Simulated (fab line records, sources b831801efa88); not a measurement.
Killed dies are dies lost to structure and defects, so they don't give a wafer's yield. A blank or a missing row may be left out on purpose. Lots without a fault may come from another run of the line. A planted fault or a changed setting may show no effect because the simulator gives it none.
Chamber matching | flow sky130 | SKY_VIA4_CMP_02 on cmp-01: 4 sister chambers
The step polishes SiO2. 7 wafers are shown with their chamber, then 7 later ones without.

WAFERS WITH THEIR CHAMBER
wafer  | chamber | motor_current_A (A) | edge_zone_pressure_frac
L641.3 | 2       | 9.6                 | 1.002
L641.6 | 0       | 13.7                | 1.003
L642.1 | 3       | 11.3                | 0.997
L642.5 | 1       | 10.6                | 1.001
L642.6 | 2       | 9.3                 | 0.998
L645.3 | 0       | 12.8                | 0.994
L645.5 | 1       | 11.3                | 1.004

WAFERS WITHOUT THEIR CHAMBER
wafer  | motor_current_A (A) | edge_zone_pressure_frac
L645.6 | 13.5                | 0.996
L647.1 | 9.0                 | 1.003
L647.2 | 10.5                | 0.995
L647.6 | 12.7                | 1.002
L651.1 | 11.4                | 0.991
L651.2 | 10.8                | 1.002
L651.6 | 11.3                | 0.998

WHICH CHAMBER EACH WENT THROUGH
wafer  | from the rows above          | in truth
L645.6 | 0                            | 0
L647.1 | 2                            | 2
L647.2 | can't be placed: 3 or 1 or 2 | 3
L647.6 | can't be placed: 0 or 3      | 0
L651.1 | can't be placed: 3 or 1      | 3
L651.2 | can't be placed: 1 or 3      | 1
L651.6 | can't be placed: 3 or 1      | 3
Placed correctly: 2 of 7. Can't be placed from these rows: 5 (the true chamber is among the candidates in 5). Placed wrongly: 0.
How it was worked out, from the rows above alone: a wafer's distance from a chamber is the root of the sum, over the readings, of the square of ((its reading less the chamber's mean) divided by the reading's scatter). The wafer belongs to the nearest chamber; if the next one is less than 2 further off, it can't be placed. A chamber's mean is the mean of its shown wafers. The scatter: the root of (the sum of the squares of (reading less its chamber's mean) over the shown wafers, divided by (wafers less chambers)).
